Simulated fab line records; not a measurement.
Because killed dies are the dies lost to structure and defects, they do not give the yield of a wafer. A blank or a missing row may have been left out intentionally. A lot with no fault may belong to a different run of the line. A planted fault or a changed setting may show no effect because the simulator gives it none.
fab line records | flow sky130
[record] lots = 15 | wafers = 45 | lastDay = 50
route steps=708 shown DNWELL@43 POLY_GATE@204 LDD_HVP@285 LDD_LDN@301
lots untouched by any fault: they come from a run of this same line in which no faults occurred
startH: the number of hours between the record's first day and the start of the first shown wafer of the lot | waitH: hours since the lot's step before | " identical to the entry in the row above | L1.1+2: several wafers, shown together as one row | - no value, or no start given | * or withheld: withheld | < > ~ a bound
route shown NAME@n: names a module that has steps shown in the file, with the first one's number in the route | usual: average and standard deviation across the fault-free wafers | same: alike in all rows | chamber/n: place in a boat | sites: per-site readings | _std_site: the standard deviation of these | _edge_site: inner sites' mean taken away from outer sites' mean | radiusMm: how far each site lies from the wafer's centre | mask NAME#n: copy n | behind: tool/chamber where the wafer was last shaped | hold: cause of the lot's hold/its duration in hours/its outcome | device: the transistor (n, p or np) that didn't switch | end of line: tests of these same wafers at the route's end | a step with no rows: only its recipe | killed: dies lost to structure and defects at the first sort, not the wafer's yield | map: a wafer's dies, marking killed ones x, the rest . and places with no die _
set.NAME: the run value of the setting; set.NAME@STEP: its run value at that earlier step | model.NAME: the simulator's own value behind a step, which no gauge read
route steps across a sampled set of lots; one table per step, one row per wafer
services: when a tool's chamber went out of use (startH, in hours from the record's first day, below 0 if earlier), for how many hours, and the reason
[[steps]]
[step SKY_DNWELL_STRIP_08]
[recipe] chemistry = O2/N2 | powerW = 1400 | pressureMtorr = 1500 | platenTempC = withheld | o2FlowSccm = 3000 | n2FlowSccm = 300 | overashFraction = 0.5
[usual] drypumpMotorCurrentA = 5.91/0.3 | o2FlowSccm = 3000/8.5 | oesProductAu = 0.722/0.0047 | stripTimeToEndpointS = 36.92/0.095
lot.wafer | tool           | chamber | startH | waitH | drypumpMotorCurrentA | o2FlowSccm | oesProductAu | rfHoursCounterH | stripTimeToEndpointS
L498.1    | plasmaAsher-02 | 1       | 66.16  | 0.1   | 6.27                 | 2992       | 0.721        | 38              | 36.98
L498.4    | "              | 0       | "      | "     | 5.78                 | 2992       | 0.715        | -               | 36.91
L498.6    | "              | 1       | "      | "     | 6.26                 | 3002       | 0.725        | -               | 37.07
L499.1    | plasmaAsher-02 | 0       | 69.58  | 0.1   | 5.85                 | 2992       | 0.721        | 38              | 37.02
L499.3    | "              | 0       | "      | "     | 5.84                 | 2986       | 0.720        | -               | 37.01
L499.4    | "              | 1       | "      | "     | 6.24                 | 2997       | 0.723        | -               | 36.87
L500.3    | plasmaAsher-03 | 1       | 80.91  | 0.1   | 5.43                 | 2987       | 0.728        | -               | 36.81
L500.4    | "              | 0       | "      | "     | 6.12                 | 2995       | 0.724        | -               | 36.75
L500.6    | "              | 1       | "      | "     | 5.43                 | 2999       | 0.728        | -               | 36.82
L501.1    | plasmaAsher-02 | 0       | 85.33  | 0.1   | 5.89                 | 2996       | 0.724        | 40              | 36.97
L501.2    | "              | 1       | "      | "     | 6.28                 | 3001       | 0.718        | 40              | 36.93
L501.3    | "              | 0       | "      | "     | 5.91                 | 2997       | 0.718        | -               | 36.94
L502.1    | plasmaAsher-04 | 0       | 88.28  | 0.1   | 5.55                 | 3009       | 0.720        | 38              | 37.09
L502.4    | "              | 0       | "      | "     | 5.56                 | 3001       | 0.720        | -               | 36.96
L502.6    | "              | 0       | "      | "     | 5.56                 | 3000       | 0.717        | -               | 37.05
L504.3    | plasmaAsher-03 | 0       | 97.01  | 0.1   | 6.10                 | 2986       | 0.725        | -               | 36.95
L504.4    | "              | 1       | "      | "     | 5.43                 | 3006       | 0.720        | -               | 36.95
L504.6    | "              | 0       | "      | "     | 6.13                 | 2985       | 0.731        | -               | 37.05
L505.1    | plasmaAsher-04 | 0       | 101.11 | 0.1   | 5.55                 | 3007       | 0.717        | 39              | 36.98
L505.4    | "              | 1       | "      | "     | 6.08                 | 3007       | 0.721        | -               | 37.07
L505.6    | "              | 0       | "      | "     | 5.57                 | 3002       | 0.722        | -               | 36.90
L508.3    | plasmaAsher-02 | 0       | 116.44 | 0.1   | 5.86                 | 3004       | 0.728        | -               | 36.82
L508.4    | "              | 1       | "      | "     | 6.25                 | 3007       | 0.716        | -               | 37.00
L508.6    | "              | 1       | "      | "     | 6.28                 | 3013       | 0.721        | -               | 36.86
L509.3    | plasmaAsher-02 | 1       | 125.31 | 0.1   | 6.30                 | 2986       | 0.721        | -               | 37.00
L509.5    | "              | 0       | "      | "     | 5.87                 | 2998       | 0.722        | -               | 36.95
L509.6    | "              | 1       | "      | "     | 6.25                 | 2985       | 0.723        | -               | 37.05
L510.1    | plasmaAsher-03 | 1       | 131.21 | 0.1   | 5.43                 | 2992       | 0.735        | 45              | 36.77
L510.2    | "              | 0       | "      | "     | 6.12                 | 3001       | 0.724        | 45              | 36.86
L510.5    | "              | 1       | "      | "     | 5.44                 | 3004       | 0.721        | -               | 36.84
L515.1    | plasmaAsher-02 | 1       | 160.56 | 0.1   | 6.25                 | 2994       | 0.717        | 48              | 36.82
L515.3    | "              | 1       | "      | "     | 6.30                 | 2987       | 0.724        | -               | 36.76
L515.5    | "              | 1       | "      | "     | 6.32                 | 2996       | 0.720        | -               | 36.68
L516.1    | plasmaAsher-04 | 0       | 167.68 | 0.1   | 5.56                 | 3017       | 0.715        | 4               | 36.82
L516.2    | "              | 1       | "      | "     | 6.10                 | 2997       | 0.722        | 4               | 36.82
L516.5    | "              | 1       | "      | "     | 6.08                 | 2998       | 0.724        | -               | 36.83
L517.1    | plasmaAsher-04 | 1       | 176.07 | 0.1   | 6.10                 | 3012       | 0.736        | 5               | 36.93
L517.3    | "              | 0       | "      | "     | 5.58                 | 3006       | 0.719        | -               | 37.00
L517.6    | "              | 1       | "      | "     | 6.07                 | 3002       | 0.723        | -               | 36.95
L518.2    | plasmaAsher-03 | 1       | 182.73 | 0.1   | 5.42                 | 2995       | 0.721        | 50              | 36.95
L518.3    | "              | 1       | "      | "     | 5.41                 | 3002       | 0.726        | -               | 36.86
L518.6    | "              | 1       | "      | "     | 5.42                 | 3006       | 0.729        | -               | 36.81
L519.1    | plasmaAsher-02 | 1       | 190.60 | 0.1   | 6.31                 | 2999       | 0.721        | 51              | 37.01
L519.2    | "              | 0       | "      | "     | 5.85                 | 3018       | 0.722        | 51              | 37.13
L519.4    | "              | 1       | "      | "     | 6.27                 | 2990       | 0.718        | -               | 37.08
[step SKY_POLY_GATE_CVD_00]
[recipe] material = poly-Si | targetThkNm = 180 | tempC = 620 | timeS = 720 | pressureMtorr = 200
[usual] spikeTcBottomC = 639.6/0.95
lot.wafer | tool     | chamber | startH | waitH | spikeTcBottomC
L498.1    | lpcvd-01 | 1       | 335.15 | 0.0   | 639.0
L498.4    | "        | 1       | "      | "     | 640.6
L498.6    | "        | 1       | "      | "     | 639.6
L499.1    | lpcvd-01 | 0       | 336.35 | 0.2   | 640.1
L499.3    | "        | 0       | "      | "     | 638.8
L499.4    | "        | 0       | "      | "     | 638.4
L500.3    | lpcvd-01 | 1       | 352.66 | 0.0   | 639.8
L500.4    | "        | 1       | "      | "     | 641.1
L500.6    | "        | 1       | "      | "     | 638.8
L501.1    | lpcvd-01 | 0       | 356.95 | 0.0   | 640.8
L501.2    | "        | 0       | "      | "     | 638.0
L501.3    | "        | 0       | "      | "     | 639.3
L502.1    | lpcvd-01 | 1       | 362.01 | 0.0   | 640.2
L502.4    | "        | 1       | "      | "     | 639.7
L502.6    | "        | 1       | "      | "     | 640.9
L504.3    | lpcvd-01 | 0       | 385.09 | 0.0   | 639.0
L504.4    | "        | 0       | "      | "     | 638.7
L504.6    | "        | 0       | "      | "     | 640.1
L505.1    | lpcvd-01 | 0       | 392.92 | 0.9   | 638.9
L505.4    | "        | 0       | "      | "     | 639.5
L505.6    | "        | 0       | "      | "     | 639.5
L508.3    | lpcvd-01 | 1       | 419.95 | 0.0   | 640.7
L508.4    | "        | 1       | "      | "     | 640.4
L508.6    | "        | 1       | "      | "     | 640.1
L509.3    | lpcvd-01 | 1       | 419.95 | 0.0   | 641.3
L509.5    | "        | 1       | "      | "     | 640.5
L509.6    | "        | 1       | "      | "     | 640.4
L510.1    | lpcvd-01 | 1       | 427.10 | 0.0   | 639.1
L510.2    | "        | 1       | "      | "     | 640.5
L510.5    | "        | 1       | "      | "     | 640.0
L515.1    | lpcvd-01 | 1       | 479.02 | 0.0   | 640.1
L515.3    | "        | 1       | "      | "     | 639.7
L515.5    | "        | 1       | "      | "     | 641.5
L516.1    | lpcvd-01 | 0       | 482.37 | 0.0   | 637.3
L516.2    | "        | 0       | "      | "     | 639.3
L516.5    | "        | 0       | "      | "     | 638.2
L517.1    | lpcvd-01 | 0       | 504.02 | 0.0   | 637.9
L517.3    | "        | 0       | "      | "     | 638.5
L517.6    | "        | 0       | "      | "     | 638.9
L518.2    | lpcvd-01 | 0       | 511.52 | 0.0   | 638.8
L518.3    | "        | 0       | "      | "     | 638.7
L518.6    | "        | 0       | "      | "     | 639.4
L519.1    | lpcvd-01 | 0       | 517.58 | 0.7   | 638.5
L519.2    | "        | 0       | "      | "     | 640.1
L519.4    | "        | 0       | "      | "     | 639.1
[step SKY_POLY_GATE_THK_MEAS_01]
[recipe] reads = poly-Si_of_POLY_GATE_CVD_00
[usual] POLY_GATE_CVD_00_THK = 180.5/1.9
lot.wafer | tool         | chamber | startH | waitH | POLY_GATE_CVD_00_THK[nm]
L498.1    | filmMetro-02 | -       | 336.35 | 0.0   | 180.4
L498.4    | "            | -       | "      | "     | 179.7
L498.6    | "            | -       | "      | "     | 179.8
L499.1    | filmMetro-04 | -       | 337.55 | 0.0   | 177.7
L499.3    | "            | -       | "      | "     | 178.9
L499.4    | "            | -       | "      | "     | 177.4
L500.3    | filmMetro-03 | -       | 353.88 | 0.0   | 178.3
L500.4    | "            | -       | "      | "     | 179.0
L500.6    | "            | -       | "      | "     | 178.1
L501.1    | filmMetro-02 | -       | 358.15 | 0.0   | 180.4
L501.2    | "            | -       | "      | "     | 178.8
L501.3    | "            | -       | "      | "     | 180.4
L502.1    | filmMetro-03 | -       | 363.21 | 0.0   | 177.2
L502.4    | "            | -       | "      | "     | 178.0
L502.6    | "            | -       | "      | "     | 178.8
L504.3    | filmMetro-04 | -       | 386.31 | 0.0   | 179.9
L504.4    | "            | -       | "      | "     | 179.9
L504.6    | "            | -       | "      | "     | 180.7
L505.1    | filmMetro-02 | -       | 394.12 | 0.0   | 178.7
L505.4    | "            | -       | "      | "     | 179.2
L505.6    | "            | -       | "      | "     | 176.8
L508.3    | filmMetro-02 | -       | 421.17 | 0.0   | 226.2
L508.4    | "            | -       | "      | "     | 227.3
L508.6    | "            | -       | "      | "     | 226.2
L509.3    | filmMetro-04 | -       | 421.17 | 0.0   | 224.9
L509.5    | "            | -       | "      | "     | 226.2
L509.6    | "            | -       | "      | "     | 224.7
L510.1    | filmMetro-03 | -       | 428.30 | 0.0   | 224.2
L510.2    | "            | -       | "      | "     | 226.9
L510.5    | "            | -       | "      | "     | 224.7
L515.1    | filmMetro-04 | -       | 480.22 | 0.0   | 181.9
L515.3    | "            | -       | "      | "     | 182.3
L515.5    | "            | -       | "      | "     | 180.4
L516.1    | filmMetro-02 | -       | 483.57 | 0.0   | 181.4
L516.2    | "            | -       | "      | "     | 181.3
L516.5    | "            | -       | "      | "     | 180.4
L517.1    | filmMetro-04 | -       | 505.22 | 0.0   | 178.6
L517.3    | "            | -       | "      | "     | 179.5
L517.6    | "            | -       | "      | "     | 176.9
L518.2    | filmMetro-03 | -       | 512.73 | 0.0   | 182.3
L518.3    | "            | -       | "      | "     | 181.5
L518.6    | "            | -       | "      | "     | 182.3
L519.1    | filmMetro-03 | -       | 518.78 | 0.0   | 182.9
L519.2    | "            | -       | "      | "     | 183.9
L519.4    | "            | -       | "      | "     | 183.0
[step SKY_LDD_HVP_OVL_MEAS_07]
[usual] LDD_HVP_OVL = 0.4/1.5
lot.wafer | tool       | chamber | startH | waitH | LDD_HVP_OVL[nm]
L499.1    | overlay-02 | -       | 523.38 | 0.1   | -1.7
L499.3    | "          | -       | "      | "     | -0.6
L499.4    | "          | -       | "      | "     | -0.1
L498.1    | overlay-01 | -       | 523.95 | 0.1   | -0.8
L498.4    | "          | -       | "      | "     | -0.2
L498.6    | "          | -       | "      | "     | 0.7
L500.3    | overlay-01 | -       | 539.17 | 0.1   | -0.5
L500.4    | "          | -       | "      | "     | -1.9
L500.6    | "          | -       | "      | "     | -1.6
L501.1    | overlay-01 | -       | 547.50 | 0.1   | -0.4
L501.2    | "          | -       | "      | "     | 0.5
L501.3    | "          | -       | "      | "     | 1.8
L502.1    | overlay-02 | -       | 549.33 | 0.1   | 2.5
L502.4    | "          | -       | "      | "     | 2.9
L502.6    | "          | -       | "      | "     | 5.2
L504.3    | overlay-02 | -       | 578.02 | 0.1   | 0.9
L504.4    | "          | -       | "      | "     | 1.6
L504.6    | "          | -       | "      | "     | -0.2
L505.1    | overlay-02 | -       | 583.20 | 0.1   | 3.4
L505.4    | "          | -       | "      | "     | 1.9
L505.6    | "          | -       | "      | "     | 2.0
L508.3    | overlay-02 | -       | 608.34 | 0.1   | 0.9
L508.4    | "          | -       | "      | "     | 0.9
L508.6    | "          | -       | "      | "     | 1.0
L509.3    | overlay-01 | -       | 610.02 | 0.1   | 0.6
L509.5    | "          | -       | "      | "     | 1.1
L509.6    | "          | -       | "      | "     | -1.7
L510.1    | overlay-02 | -       | 614.73 | 0.1   | -0.6
L510.2    | "          | -       | "      | "     | -1.9
L510.5    | "          | -       | "      | "     | -3.4
L515.1    | overlay-01 | -       | 663.25 | 0.1   | -0.6
L515.3    | "          | -       | "      | "     | 1.2
L515.5    | "          | -       | "      | "     | 0.8
L516.1    | overlay-01 | -       | 667.00 | 0.1   | 0.0
L516.2    | "          | -       | "      | "     | -0.9
L516.5    | "          | -       | "      | "     | 1.0
L517.1    | overlay-02 | -       | 685.88 | 0.1   | -1.3
L517.3    | "          | -       | "      | "     | -1.0
L517.6    | "          | -       | "      | "     | 0.1
L518.2    | overlay-01 | -       | 693.74 | 0.1   | -0.2
L518.3    | "          | -       | "      | "     | -0.5
L518.6    | "          | -       | "      | "     | 0.8
L519.1    | overlay-01 | -       | 701.08 | 0.1   | 1.0
L519.2    | "          | -       | "      | "     | 1.5
L519.4    | "          | -       | "      | "     | 1.7
[step SKY_LDD_LDN_STRIP_12]
[recipe] chemistry = O2/N2 | powerW = 1400 | pressureMtorr = 1500 | platenTempC = withheld | o2FlowSccm = 3000 | n2FlowSccm = 300 | overashFraction = 0.5
[usual] drypumpMotorCurrentA = 5.9/0.31 | o2FlowSccm = 3000/8.2 | oesProductAu = 0.716/0.0048 | stripTimeToEndpointS = 14.19/0.043
lot.wafer | tool           | chamber | startH | waitH | drypumpMotorCurrentA | o2FlowSccm | oesProductAu | rfHoursCounterH | stripTimeToEndpointS
L499.1    | plasmaAsher-02 | 1       | 553.78 | 0.1   | 6.2                  | 2993       | 0.726        | 88              | 14.16
L499.3    | "              | 1       | "      | "     | 6.3                  | 2987       | 0.711        | -               | 14.18
L499.4    | "              | 0       | "      | "     | 5.8                  | 3003       | 0.715        | -               | 14.21
L498.1    | plasmaAsher-02 | 0       | 554.82 | 0.1   | 5.9                  | 3016       | 0.717        | 88              | 14.18
L498.4    | "              | 1       | "      | "     | 6.3                  | 2998       | 0.716        | -               | 14.11
L498.6    | "              | 1       | "      | "     | 6.2                  | 3012       | 0.709        | -               | 14.13
L500.3    | plasmaAsher-02 | 1       | 570.15 | 0.1   | 6.3                  | 2997       | 0.708        | -               | 14.20
L500.4    | "              | 0       | "      | "     | 5.9                  | 2996       | 0.711        | -               | 14.20
L500.6    | "              | 1       | "      | "     | 6.3                  | 2995       | 0.704        | -               | 14.21
L501.1    | plasmaAsher-02 | 1       | 577.72 | 0.1   | 6.3                  | 2994       | 0.715        | 90              | 14.19
L501.2    | "              | 0       | "      | "     | 5.9                  | 3008       | 0.717        | 90              | 14.21
L501.3    | "              | 1       | "      | "     | 6.2                  | 2997       | 0.725        | -               | 14.19
L502.1    | plasmaAsher-03 | 0       | 579.78 | 0.1   | 6.1                  | 2992       | 0.722        | 14              | 14.13
L502.4    | "              | 1       | "      | "     | 5.4                  | 3013       | 0.711        | -               | 14.15
L502.6    | "              | 1       | "      | "     | 5.4                  | 3001       | 0.720        | -               | 14.18
L504.3    | plasmaAsher-04 | 1       | 608.70 | 0.1   | 6.1                  | 3001       | 0.715        | -               | 14.20
L504.4    | "              | 0       | "      | "     | 5.6                  | 2990       | 0.714        | -               | 14.16
L504.6    | "              | 1       | "      | "     | 6.1                  | 3006       | 0.724        | -               | 14.20
L505.1    | plasmaAsher-04 | 1       | 613.04 | 0.1   | 6.1                  | 2996       | 0.718        | 49              | 14.15
L505.4    | "              | 0       | "      | "     | 5.6                  | 3005       | 0.714        | -               | 14.13
L505.6    | "              | 0       | "      | "     | 5.6                  | 2994       | 0.714        | -               | 14.18
L508.3    | plasmaAsher-03 | 0       | 637.30 | 0.1   | 6.1                  | 3018       | 0.718        | -               | 14.18
L508.4    | "              | 1       | "      | "     | 5.4                  | 3011       | 0.716        | -               | 14.17
L508.6    | "              | 0       | "      | "     | 6.1                  | 3013       | 0.711        | -               | 14.19
L509.3    | plasmaAsher-03 | 0       | 639.75 | 0.1   | 6.1                  | 3005       | 0.708        | -               | 14.28
L509.5    | "              | 0       | "      | "     | 6.1                  | 2993       | 0.717        | -               | 14.17
L509.6    | "              | 1       | "      | "     | 5.4                  | 3005       | 0.720        | -               | 14.21
L510.1    | plasmaAsher-04 | 1       | 644.52 | 0.1   | 6.1                  | 3002       | 0.719        | 52              | 14.19
L510.2    | "              | 0       | "      | "     | 5.6                  | 3000       | 0.718        | 52              | 14.13
L510.5    | "              | 0       | "      | "     | 5.6                  | 2995       | 0.721        | -               | 14.19
L515.1    | plasmaAsher-03 | 0       | 692.37 | 0.1   | 6.1                  | 2998       | 0.711        | 26              | 14.14
L515.3    | "              | 0       | "      | "     | 6.1                  | 3001       | 0.717        | -               | 14.15
L515.5    | "              | 1       | "      | "     | 5.4                  | 2999       | 0.724        | -               | 14.10
L516.1    | plasmaAsher-03 | 1       | 696.27 | 0.1   | 5.4                  | 2997       | 0.716        | 26              | 14.20
L516.2    | "              | 0       | "      | "     | 6.1                  | 3007       | 0.717        | 26              | 14.20
L516.5    | "              | 0       | "      | "     | 6.1                  | 3002       | 0.718        | -               | 14.17
L517.1    | plasmaAsher-02 | 1       | 714.87 | 0.1   | 6.3                  | 2999       | 0.716        | 105             | 14.15
L517.3    | "              | 0       | "      | "     | 5.9                  | 2999       | 0.716        | -               | 14.19
L517.6    | "              | 1       | "      | "     | 6.3                  | 3005       | 0.717        | -               | 14.16
L518.2    | plasmaAsher-04 | 1       | 722.22 | 0.1   | 6.1                  | 3005       | 0.710        | 59              | 14.21
L518.3    | "              | 0       | "      | "     | 5.6                  | 3003       | 0.720        | -               | 14.23
L518.6    | "              | 1       | "      | "     | 6.1                  | 3007       | 0.717        | -               | 14.24
L519.1    | plasmaAsher-03 | 0       | 729.28 | 0.1   | 6.1                  | 2992       | 0.726        | 29              | 14.15
L519.2    | "              | 1       | "      | "     | 5.4                  | 3007       | 0.711        | 29              | 14.18
L519.4    | "              | 0       | "      | "     | 6.1                  | 3011       | 0.714        | -               | 14.19
[[services]]
tool           | chamber | startH | hours | kind
lpcvd-01       | -       | 94.48  | 14.6  | pm
plasmaAsher-03 | -       | 103.31 | 1.0   | repair
plasmaAsher-04 | -       | 108.75 | 9.0   | pm
plasmaAsher-04 | 0       | 108.75 | 9.0   | ventCycle
plasmaAsher-04 | 1       | 108.75 | 9.0   | ventCycle
plasmaAsher-04 | 0       | 117.75 | -     | clean
plasmaAsher-04 | 1       | 117.75 | -     | clean
plasmaAsher-03 | -       | 124.00 | 1.4   | repair
lpcvd-01       | -       | 155.11 | 0.8   | repair
lpcvd-01       | -       | 243.14 | 1.4   | repair
plasmaAsher-03 | -       | 318.52 | 3.3   | repair
plasmaAsher-03 | -       | 421.25 | 9.0   | pm
plasmaAsher-03 | 0       | 421.25 | 9.0   | ventCycle
plasmaAsher-03 | 1       | 421.25 | 9.0   | ventCycle
plasmaAsher-03 | 0       | 430.25 | -     | clean
plasmaAsher-03 | 1       | 430.25 | -     | clean
lpcvd-01       | -       | 487.97 | 1.3   | repair
lpcvd-01       | -       | 498.07 | 0.5   | repair
plasmaAsher-03 | -       | 509.29 | 15.6  | pm
plasmaAsher-04 | -       | 585.32 | 3.2   | repair
plasmaAsher-04 | -       | 651.72 | 14.6  | pm
plasmaAsher-04 | -       | 727.28 | 3.2   | repair
[[key]]
[firstSign] step = SKY_POLY_GATE_THK_MEAS_01 | reading = POLY_GATE_CVD_00_THK | direction = up | sigmas = 23 | usual = 180.5 | struck = 225.7
effect none on later readings
metAt SKY_POLY_GATE_CVD_00
struckLots L508,L509,L510
struckWafers L508.3,L508.4,L508.6,L509.3,L509.5,L509.6,L510.1,L510.2,L510.5
laterRowsLeftOut L508.3,L508.4,L508.6,L509.3,L509.5,L509.6,L510.1,L510.2,L510.5
sortLeftOut L508.3,L508.4,L508.6,L509.3,L509.5,L509.6,L510.1,L510.2,L510.5
testerLeftOut L508,L509,L510
notActingAt SKY_DNWELL_STRIP_08,SKY_LDD_HVP_OVL_MEAS_07,SKY_LDD_LDN_STRIP_12
onsetBetween 362.01 419.95
[fault] kind = processParameterDrift | tool = lpcvd-01 | chamber = 1 | onsetH = 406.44 | steps = SKY_POLY_GATE_CVD_00 | channel = targetThkNm | offset = 46.418 | shape = step | endH = 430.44 | stated = 180
// testerLeftOut: of these lots the tester's yield and bins aren't shown, on N5 and GAA mostly nor the transistor test; their killed dies are dies lost to structure and defects alone, not to doping, threshold or leakage, so they don't give the yield
// sortLeftOut: the simulated sort isn't trusted on such a fault, so these wafers' sort isn't shown, and their yield isn't known
// laterRowsLeftOut: the simulator's readings of these wafers behind a module that went badly wrong aren't trusted and aren't shown, but for the sort
